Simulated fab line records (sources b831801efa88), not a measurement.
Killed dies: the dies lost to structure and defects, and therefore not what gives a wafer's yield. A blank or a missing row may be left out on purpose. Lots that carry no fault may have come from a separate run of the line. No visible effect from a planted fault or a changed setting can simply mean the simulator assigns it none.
Which tool did it? | flow sfq line | 14 lots with 42 wafers sampled at 4 steps, on a route of 325 steps

## WHAT THE GAUGES SHOWED, per wafer
SFQ_M1_OVL_MEAS_911.
lot  | measured     | on         | M1_OVL (nm)
L695 | day 22 08:46 | overlay-02 | 7 3 7
L696 | day 23 22:13 | overlay-02 | -1 -6 5
L697 | day 24 12:37 | overlay-01 | 9 11 14
L698 | day 24 18:37 | overlay-02 | 4 6 1
L699 | day 24 19:49 | overlay-02 | 1 -2 -2
L700 | day 25 05:25 | overlay-01 | 4 0 6
L701 | day 26 11:25 | overlay-01 | 7 5 6
L704 | day 27 09:35 | overlay-01 | 5 8 10
L705 | day 27 11:59 | overlay-01 | 5 4 2
L706 | day 28 07:17 | overlay-02 | -5 -5 -3
L713 | day 30 18:58 | overlay-02 | 0 -3 -6
L715 | day 31 03:22 | overlay-02 | -14 -10 -14
L717 | day 31 10:34 | overlay-02 | -7 -9 -4
L718 | day 31 12:58 | overlay-02 | -13 -15 -8

## WHAT TOOL EACH LOT RAN ON (gives the tool, then ch and the chambers of the sampled wafers, and finally the start)
lot  | SFQ_TRILAYER_INCOMING_OXIDATION_002 | SFQ_TRILAYER_I0_DEP_PECVD_027   | SFQ_TRILAYER_I0_METRO_MEASURE_029
L695 | furnace-01 ch 0, day 1 10:07        | pecvd-04 ch 0,2, day 11 19:16   | film metro-04, day 12 10:27
L696 | furnace-02 ch 0, day 1 15:07        | pecvd-03 ch 1,2, day 12 05:39   | film metro-03, day 12 22:27
L697 | furnace-01 ch 0, day 1 20:07        | pecvd-01 ch 0,1, day 12 18:10   | film metro-03, day 13 07:59
L698 | furnace-02 ch 0, day 2 01:07        | pecvd-04 ch 0,1,2, day 13 02:36 | film metro-01, day 13 13:27
L699 | furnace-01 ch 0, day 2 06:07        | pecvd-04 ch 1,2, day 13 11:00   | film metro-04, day 13 17:23
L700 | furnace-02 ch 0, day 2 11:13        | pecvd-03 ch 1,2, day 14 01:22   | film metro-01, day 14 06:35
L701 | furnace-01 ch 0, day 2 16:07        | pecvd-01 ch 0,2, day 14 06:35   | film metro-01, day 14 09:47
L704 | furnace-02 ch 0, day 3 07:07        | pecvd-04 ch 0,1, day 15 06:35   | film metro-04, day 15 09:59
L705 | furnace-01 ch 0, day 3 12:07        | pecvd-03 ch 1,2, day 15 10:56   | film metro-04, day 15 15:59
L706 | furnace-02 ch 0, day 3 17:07        | pecvd-03 ch 1,2, day 15 20:33   | film metro-01, day 16 00:09
L713 | furnace-01 ch 0, day 5 04:07        | pecvd-01 ch 0,1, day 17 13:28   | film metro-01, day 17 17:37
L715 | furnace-01 ch 0, day 5 14:07        | pecvd-03 ch 1,2, day 17 19:35   | film metro-03, day 18 01:45
L717 | furnace-01 ch 0, day 6 00:07        | pecvd-01 ch 1,2, day 17 23:11   | film metro-01, day 18 06:26
L718 | furnace-02 ch 0, day 6 05:07        | pecvd-03 ch 0,1, day 18 00:23   | film metro-04, day 18 08:22
- SFQ_TRILAYER_INCOMING_OXIDATION_002: target thk 500 nm, ox time 4939 s.
- SFQ_TRILAYER_I0_DEP_PECVD_027: deposits SiO2 from SiH4/N2O, time 111.11 s, target thk 500 nm.
- SFQ_TRILAYER_I0_METRO_MEASURE_029

## AS READ BY THE TOOLS THEMSELVES (means over the sampled wafers that have a number; for cases with no such wafer, the mark the record gives instead)
SFQ_TRILAYER_INCOMING_OXIDATION_002.
lot  | tool       | ox temp c max
L695 | furnace-01 | 1002.8
L696 | furnace-02 | 1004.0
L697 | furnace-01 | 1002.2
L698 | furnace-02 | 1003.6
L699 | furnace-01 | 1002.8
L700 | furnace-02 | 1003.3
L701 | furnace-01 | 1003.0
L704 | furnace-02 | 1004.9
L705 | furnace-01 | 1002.9
L706 | furnace-02 | 1004.6
L713 | furnace-01 | 1003.3
L715 | furnace-01 | 1002.9
L717 | furnace-01 | 1003.0
L718 | furnace-02 | 1003.8

SFQ_TRILAYER_I0_DEP_PECVD_027.
lot  | tool     | heater power w (W) | throttle valve pct (%)
L695 | pecvd-04 | 75                 | 25.5
L696 | pecvd-03 | 91                 | 24.1
L697 | pecvd-01 | 76                 | 23.6
L698 | pecvd-04 | 77                 | 25.7
L699 | pecvd-04 | 74                 | 26.0
L700 | pecvd-03 | 89                 | 24.0
L701 | pecvd-01 | 81                 | 23.2
L704 | pecvd-04 | 80                 | 25.6
L705 | pecvd-03 | 97                 | 24.2
L706 | pecvd-03 | 92                 | 23.8
L713 | pecvd-01 | 71                 | 23.9
L715 | pecvd-03 | 94                 | 24.4
L717 | pecvd-01 | 71                 | 23.5
L718 | pecvd-03 | 78                 | 22.4

SFQ_TRILAYER_I0_METRO_MEASURE_029.
lot  | tool          | thk nm (nm)
L695 | film metro-04 | 204.9
L696 | film metro-03 | 203.8
L697 | film metro-03 | 203.9
L698 | film metro-01 | 202.9
L699 | film metro-04 | 201.2
L700 | film metro-01 | 203.0
L701 | film metro-01 | 203.6
L704 | film metro-04 | 201.9
L705 | film metro-04 | 203.9
L706 | film metro-01 | 204.0
L713 | film metro-01 | 202.1
L715 | film metro-03 | 203.0
L717 | film metro-01 | 201.9
L718 | film metro-04 | 203.9

## THE ANSWER, worked out from the rows above alone
Rule: the usual values come from the lots themselves. The widest of any qualifying gaps counts: lots, ordered by their means at a reading, are off when they make up no more than a third of the lots, leave a main group of 4 or more, and stand apart from it by 3 or more times the standard deviation of that group's means. If all means in a main group match to the digits the tables above print for the reading, that group is not used. Also off: a lot with no number at a reading for which 4 or more lots have one. The other lots that the step has rows for count as sound. First the gauges in route order, then the tools' own readings, where a lot's mean is used as printed above. At the first step where some lot is off, the reading lying furthest off is the one used; lots without a number count as furthest.
None of the lots is off at any reading shown; this tells nothing.

## WHAT THE SIMULATOR HAD INSERTED
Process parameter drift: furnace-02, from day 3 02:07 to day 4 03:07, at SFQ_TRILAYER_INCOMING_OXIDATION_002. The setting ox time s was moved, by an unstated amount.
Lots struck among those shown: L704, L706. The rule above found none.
